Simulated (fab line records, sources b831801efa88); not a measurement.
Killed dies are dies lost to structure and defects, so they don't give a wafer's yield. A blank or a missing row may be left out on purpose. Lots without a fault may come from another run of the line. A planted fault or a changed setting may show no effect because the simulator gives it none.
Which tool did it? | flow sky130 | 12 lots, 36 wafers sampled, at 1 step of a route of 708

WHAT THE GAUGES READ, wafer by wafer
SKY_VT_ADJUST_PCH_TW_MEAS_10.
lot  | measured     | on            | VT_ADJUST_PCH_TW
L075 | day 10 19:40 | film_metro-04 | 145.4 146.0 145.0
L077 | day 11 11:09 | film_metro-02 | 139.7 139.8 140.0
L079 | day 11 22:13 | film_metro-04 | 145.4 144.7 146.1
L081 | day 12 17:05 | film_metro-04 | 145.0 144.9 145.3
L083 | day 13 00:50 | film_metro-04 | 145.6 145.7 144.8
L085 | day 13 22:50 | film_metro-04 | 144.9 146.0 145.2
L087 | day 14 10:31 | film_metro-02 | 140.6 141.2 140.5
L089 | day 15 09:11 | film_metro-01 | 141.9 141.3 141.6
L091 | day 15 17:37 | film_metro-02 | 140.4 139.9 140.2
L093 | day 16 10:33 | film_metro-01 | 142.3 142.6 143.3
L095 | day 17 07:02 | film_metro-01 | 142.4 142.2 142.6
L097 | day 18 01:18 | film_metro-04 | 144.7 144.7 143.9

WHICH TOOL RAN EACH LOT (tool, then ch and the chambers of the sampled wafers, then the start)
The record holds no process step before these readings.

THE ANSWER, worked out from the rows above alone
Rule: what is usual is taken from the lots themselves. Put in order of their means at a reading, lots are off if they are a third of the lots or fewer, leave a main group of 4 or more, and stand apart from it by a gap of 3 or more times the standard deviation of the main group's means; of several such gaps the widest counts. A main group whose means are all the same, to the digits that the tables above print for the reading, isn't used. A lot without any number at a reading at which 4 lots or more have one is off too. The other lots that the step has rows for count as sound.
No lot is off at any reading shown: from this, nothing can be told.

WHAT THE SIMULATOR HAD PUT IN
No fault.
